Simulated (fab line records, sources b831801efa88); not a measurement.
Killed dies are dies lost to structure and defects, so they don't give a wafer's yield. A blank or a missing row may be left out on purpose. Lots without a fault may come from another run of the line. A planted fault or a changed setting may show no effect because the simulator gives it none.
Which tool did it? | flow sky130 | 14 lots, 42 wafers sampled, at 2 steps of a route of 708

WHAT THE GAUGES READ, wafer by wafer
The record holds no reading of a measuring or inspecting step that can be judged against a usual standard deviation.

WHICH TOOL RAN EACH LOT (tool, then ch and the chambers of the sampled wafers, then the start)
lot  | SKY_METAL4_ETCH_16                | SKY_PAD_OPEN_PROBE_99
L992 | rie_metal-04 ch 0,1, day 42 01:21 | -
L993 | rie_metal-01 ch 0,1, day 42 14:29 | -
L996 | rie_metal-01 ch 1, day 43 00:05   | -
L997 | rie_metal-01 ch 0,1, day 43 04:21 | prober-01, day 47 00:29
L998 | rie_metal-01 ch 0, day 43 19:37   | -
L100 | rie_metal-02 ch 0,1, day 44 02:04 | -
L101 | rie_metal-04 ch 1, day 44 11:43   | -
L102 | rie_metal-01 ch 0,1, day 44 18:28 | prober-02, day 48 11:16
L109 | rie_metal-02 ch 0,1, day 46 14:07 | prober-01, day 49 22:24
L110 | rie_metal-02 ch 0,1, day 46 21:52 | prober-02, day 50 06:04
L111 | rie_metal-04 ch 0,1, day 46 22:34 | prober-01, day 50 07:31
L113 | rie_metal-04 ch 0,1, day 47 07:42 | prober-01, day 50 12:20
L114 | rie_metal-04 ch 0,1, day 47 18:21 | -
L115 | rie_metal-02 ch 0,1, day 47 19:30 | -
- SKY_METAL4_ETCH_16: etches BARC in N2/H2, stops on SiO2, time 88.2 s, target depth 60 nm.
- SKY_PAD_OPEN_PROBE_99

WHAT THE TOOLS THEMSELVES READ (means of the sampled wafers that have a number; where no wafer has one, the mark that the record gives instead)
SKY_METAL4_ETCH_16. Usual: drypump_motor_current_A 5.6 A, standard deviation 0.34; oes_product_au 0.628 a.u., standard deviation 0.0042; run_length_s 116.5 s, standard deviation 0.54; throttle_valve_pct 13.205 %, standard deviation 0.0097.
lot  | tool         | drypump_motor_current_A (A) | oes_product_au (a.u.) | run_length_s (s) | throttle_valve_pct (%) | flag
L992 | rie_metal-04 | 6.0                         | 0.627                 | 116.1            | 13.204                 |
L993 | rie_metal-01 | 5.4                         | 0.628                 | 117.0            | 13.208                 |
L996 | rie_metal-01 | 5.4                         | 0.631                 | 116.7            | 13.211                 |
L997 | rie_metal-01 | 5.4                         | 0.630                 | 117.0            | 13.194                 |
L998 | rie_metal-01 | 5.4                         | 0.662                 | 111.7            | 13.207                 | OFF
L100 | rie_metal-02 | 5.5                         | 0.633                 | 116.6            | 13.206                 |
L101 | rie_metal-04 | 5.7                         | 0.633                 | 115.8            | 13.200                 |
L102 | rie_metal-01 | 5.4                         | 0.662                 | 111.2            | 13.214                 | OFF
L109 | rie_metal-02 | 5.3                         | 0.628                 | 116.5            | 13.206                 |
L110 | rie_metal-02 | 5.3                         | 0.628                 | 117.1            | 13.208                 |
L111 | rie_metal-04 | 6.0                         | 0.626                 | 116.5            | 13.204                 |
L113 | rie_metal-04 | 6.0                         | 0.628                 | 116.1            | 13.205                 |
L114 | rie_metal-04 | 5.8                         | 0.629                 | 115.8            | 13.207                 |
L115 | rie_metal-02 | 5.3                         | 0.628                 | 116.7            | 13.204                 |

SKY_PAD_OPEN_PROBE_99. Usual: defect_limited_yield 82.6 %, standard deviation 1.8; killed_at_M0_to_M3 43, standard deviation 6.6; killed_at_M4_up 3.4, standard deviation 1.8; killed_at_contacts 24, standard deviation 4.9; killed_at_front_end 15, standard deviation 4.1; killed_at_other 0.3, standard deviation 0.55; killed_dies 85, standard deviation 8.8; killed_on_rim 17, standard deviation 3.7; killed_open 46, standard deviation 6.1; killed_short 39, standard deviation 5.7; sort_bin_3_pad_short 0.9 %, standard deviation 0.41; sort_bin_5_function 10.1 %, standard deviation 1.5; sort_bin_6_memory 6.4 %, standard deviation 1; sort_n_pass 407, standard deviation 8.8; sort_yield_pct 82.6 %, standard deviation 1.8.
lot  | tool      | defect_limited_yield (%) | killed_at_M0_to_M3 | killed_at_M4_up | killed_at_contacts | killed_at_front_end | killed_at_other | killed_dies | killed_on_rim | killed_open | killed_short | sort_bin_3_pad_short (%) | sort_bin_5_function (%) | sort_bin_6_memory (%) | sort_n_pass | sort_yield_pct (%) | flag
L997 | prober-01 | 83.2                     | 42                 | 1.3             | 23                 | 15                  | 0.7             | 82          | 19            | 48          | 34           | 1.1                      | 9.7                     | 5.9                   | 410         | 83.2               |
L102 | prober-02 | 84.0                     | 41                 | 1.7             | 23                 | 13                  | 0.0             | 79          | 15            | 46          | 33           | 0.7                      | 8.8                     | 6.5                   | 413         | 84.0               |
L109 | prober-01 | 83.2                     | 36                 | 3.7             | 25                 | 18                  | 0.0             | 82          | 17            | 47          | 35           | 1.0                      | 9.6                     | 6.2                   | 410         | 83.2               |
L110 | prober-02 | 81.0                     | 44                 | 6.0             | 25                 | 18                  | 0.3             | 93          | 17            | 47          | 46           | 0.9                      | 11.3                    | 6.8                   | 399         | 81.0               |
L111 | prober-01 | 83.7                     | 46                 | 3.0             | 19                 | 12                  | 0.3             | 80          | 18            | 39          | 41           | 0.9                      | 9.9                     | 5.6                   | 412         | 83.7               |
L113 | prober-01 | 84.6                     | 39                 | 3.3             | 20                 | 13                  | 0.0             | 76          | 15            | 44          | 32           | 0.5                      | 10.1                    | 4.8                   | 416         | 84.6               |

THE ANSWER, worked out from the rows above alone
Rule: a lot is off if the mean of its wafers that have a number lies more than 3 standard deviations from the usual mean. A lot without any number at a reading at which 4 lots or more have one is off too. The other lots that the step has rows for count as sound. The gauges are gone through in route order, then the tools' own readings, and for those a lot's mean is taken as printed above. The first step at which some lot is off is used, and at that step the reading that is off furthest; a lot without a number counts as furthest.
Off: L998, L102, at SKY_METAL4_ETCH_16 (run_length_s).
A tool fits if, at that step or a process step before it, it ran every lot that is off, and no sound lot after the first of them. One fits: rie_metal-01 at SKY_METAL4_ETCH_16. Its last sound lot is L997 (day 43 04:21), its first lot that is off L998 (day 43 19:37): a fault that began between those two fits.
The tool's own readings at SKY_METAL4_ETCH_16 bear it out: on the lots that are off they differ by more than 5 times the standard deviation of the sound lots' means. oes_product_au reads 0.662 a.u. there against 0.629 a.u. on the sound lots; run_length_s reads 111.5 s there against 116.5 s on the sound lots.

WHAT THE SIMULATOR HAD PUT IN
Process parameter drift: rie_metal-01, from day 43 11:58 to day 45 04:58, at SKY_METAL4_ETCH_16. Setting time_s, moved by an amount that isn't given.
Lots struck among those shown: L998, L102. The rule above found the same.
